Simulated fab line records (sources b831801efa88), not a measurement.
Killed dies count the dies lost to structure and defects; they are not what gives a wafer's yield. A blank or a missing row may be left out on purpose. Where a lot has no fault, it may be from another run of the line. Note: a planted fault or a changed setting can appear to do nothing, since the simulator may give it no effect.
Which of the tools did it? ; flow sky130 ; 14 lots with 42 wafers sampled at 5 steps, on a route of 708 steps

## WHAT THE GAUGES READ, wafer by wafer
SKY_NWELL_THK_MEAS_02.
lot;measured;on;NWELL_OXIDATION_THK (nm)
L948;day 3 07:30;film-metro-04;10.37 10.29 10.41
L946;day 3 07:31;film-metro-02;10.20 10.32 10.36
L947;day 3 07:31;film-metro-03;9.90 10.05 9.94
L950;day 3 13:48;film-metro-02;10.37 10.38 10.33
L951;day 4 01:11;film-metro-03;10.23 10.26 10.20
L953;day 4 09:40;film-metro-04;9.94 9.92 9.74
L955;day 4 22:22;film-metro-02;10.03 10.29 10.15
L956;day 4 22:22;film-metro-04;9.90 10.04 10.08
L958;day 5 08:41;film-metro-03;10.19 10.33 10.20
L964;day 6 16:58;film-metro-02;10.12 9.96 9.94
L965;day 6 21:11;film-metro-03;9.89 9.85 9.76
L966;day 7 02:34;film-metro-02;10.37 10.20 10.42
L967;day 7 09:38;film-metro-03;10.05 10.01 10.08
L968;day 7 12:28;film-metro-03;10.04 10.05 10.29

SKY_VT_ADJUST_LVTN_TW_MEAS_10.
lot;measured;on;VT_ADJUST_LVTN_TW
L948;day 7 19:50;film-metro-02;236 235 235
L946;day 7 21:32;film-metro-02;236 235 235
L947;day 7 20:14;film-metro-03;239 238 238
L950;day 8 01:14;film-metro-02;238 236 238
L951;day 8 19:53;film-metro-01;246 247 246
L953;day 9 04:56;film-metro-01;247 247 246
L955;day 9 18:33;film-metro-02;214 214 214
L956;day 9 17:35;film-metro-02;215 214 215
L958;day 10 09:26;film-metro-01;223 224 223
L964;day 12 04:53;film-metro-03;239 239 237
L965;day 12 07:47;film-metro-01;248 247 247
L966;day 12 15:53;film-metro-03;240 240 238
L967;day 12 21:32;film-metro-02;239 239 238
L968;day 13 04:39;film-metro-01;245 245 246

SKY_VT_ADJUST_NCORE_OVL_MEAS_08.
lot;measured;on;VT_ADJUST_NCORE_OVL (nm)
L948;day 9 13:16;overlay-02;-0.2 -0.8 1.7
L946;day 9 14:46;overlay-02;3.2 3.2 2.3
L947;day 9 13:31;overlay-02;2.1 1.8 1.5
L950;day 9 18:01;overlay-02;-0.1 -0.7 0.3
L951;day 10 15:55;overlay-02;0.3 1.0 0.5
L953;day 10 23:16;overlay-01;0.5 2.0 1.9
L955;day 11 17:10;overlay-01;-0.2 1.6 1.0
L956;day 11 15:58;overlay-02;0.8 1.0 -0.3
L958;day 12 07:46;overlay-02;1.1 1.4 0.9
L964;day 14 07:34;overlay-02;2.2 2.3 -0.1
L965;day 14 10:49;overlay-01;-2.2 -0.2 -1.0
L966;day 14 18:07;overlay-02;-1.8 0.6 -1.6
L967;day 15 01:16;overlay-02;2.6 2.9 1.1
L968;day 15 09:08;overlay-01;1.1 0.0 1.3

## WHICH TOOL RAN EACH LOT (tool, then ch and the chambers of the sampled wafers, then the start)
lot;SKY_NWELL_RTA_28;SKY_VT_ADJUST_LVTN_IMPLANT_08
L948;rtp-anneal-01 ch 0, day 6 04:51;implanter-01 ch 0, day 7 19:35
L946;rtp-anneal-01 ch 0, day 6 05:52;implanter-03 ch 0, day 7 21:19
L947;rtp-anneal-02 ch 0, day 6 05:31;implanter-01 ch 0, day 7 20:01
L950;rtp-anneal-01 ch 0, day 6 10:01;implanter-02 ch 0, day 8 00:59
L951;rtp-anneal-01 ch 0, day 7 02:26;implanter-02 ch 0, day 8 19:38
L953;rtp-anneal-02 ch 0, day 7 11:08;implanter-03 ch 0, day 9 04:41
L955;rtp-anneal-01 ch 0, day 8 00:55;implanter-01 ch 0, day 9 18:19
L956;rtp-anneal-02 ch 0, day 8 00:22;implanter-01 ch 0, day 9 17:22
L958;rtp-anneal-01 ch 0, day 8 14:35;implanter-01 ch 0, day 10 09:11
L964;rtp-anneal-01 ch 0, day 10 04:30;implanter-03 ch 0, day 12 04:38
L965;rtp-anneal-02 ch 0, day 10 07:32;implanter-02 ch 0, day 12 07:32
L966;rtp-anneal-02 ch 0, day 10 15:05;implanter-01 ch 0, day 12 15:38
L967;rtp-anneal-02 ch 0, day 10 21:26;implanter-02 ch 0, day 12 21:17
L968;rtp-anneal-01 ch 0, day 11 02:44;implanter-02 ch 0, day 13 04:26
- SKY_NWELL_RTA_28: time 30 s.
- SKY_VT_ADJUST_LVTN_IMPLANT_08

## WHAT THE TOOLS THEMSELVES READ (means of the sampled wafers that have a number; where no wafer has one, the mark that the record gives instead)
SKY_NWELL_RTA_28.
lot;tool;lamp-power-pct (%);wafer_temp_C_max
L948;rtp-anneal-01;25.33;1056.1
L946;rtp-anneal-01;25.29;1054.3
L947;rtp-anneal-02;25.27;1054.6
L950;rtp-anneal-01;25.32;1054.3
L951;rtp-anneal-01;25.34;1055.3
L953;rtp-anneal-02;25.32;1054.7
L955;rtp-anneal-01;25.30;1054.5
L956;rtp-anneal-02;25.31;1054.8
L958;rtp-anneal-01;25.28;1055.1
L964;rtp-anneal-01;25.28;1055.2
L965;rtp-anneal-02;25.27;1054.8
L966;rtp-anneal-02;25.34;1054.0
L967;rtp-anneal-02;25.34;1054.8
L968;rtp-anneal-01;25.31;1055.7

SKY_VT_ADJUST_LVTN_IMPLANT_08.
lot;tool;dose-ions-cm2;faraday-current-uA
L948;implanter-01;1.5701e+12;9.09
L946;implanter-03;1.5692e+12;8.73
L947;implanter-01;1.5676e+12;8.80
L950;implanter-02;1.5709e+12;8.91
L951;implanter-02;1.5704e+12;8.87
L953;implanter-03;1.5689e+12;8.79
L955;implanter-01;1.1108e+12;6.25
L956;implanter-01;1.1114e+12;6.28
L958;implanter-01;1.1094e+12;6.23
L964;implanter-03;1.5714e+12;8.91
L965;implanter-02;1.5691e+12;8.84
L966;implanter-01;1.5703e+12;8.85
L967;implanter-02;1.5698e+12;8.83
L968;implanter-02;1.5713e+12;8.89

## THE ANSWER, worked out from the rows above alone
Rule: usual is defined by the lots themselves. Put in order of their means at a reading, lots are off if they are a third of the lots or fewer, leave a main group of 4 or more, and stand apart from it by a gap of 3 or more times the standard deviation of the main group's means; of several such gaps the widest counts. The tables above print the reading to a certain number of digits; a main group whose means all agree to those digits is not used. A lot without any number at a reading at which 4 lots or more have one is off too. Any other lot the step has rows for is counted as sound. The gauges are gone through in route order, then the tools' own readings, and for those a lot's mean is taken as printed above. At the first step where some lot is off, the reading lying furthest off is the one used; lots without a number count as furthest.
Off at SKY_VT_ADJUST_LVTN_IMPLANT_08 (dose-ions-cm2): L955, L956, L958. Mean 1.5699e+12 and standard deviation 1.1e+09 in the main group.
If a tool, at that step or one of the process steps before it, ran each lot that is off and ran no sound lot following the first of them, it fits. No candidate that was tried fits.

## WHAT HAD BEEN PUT IN BY THE SIMULATOR
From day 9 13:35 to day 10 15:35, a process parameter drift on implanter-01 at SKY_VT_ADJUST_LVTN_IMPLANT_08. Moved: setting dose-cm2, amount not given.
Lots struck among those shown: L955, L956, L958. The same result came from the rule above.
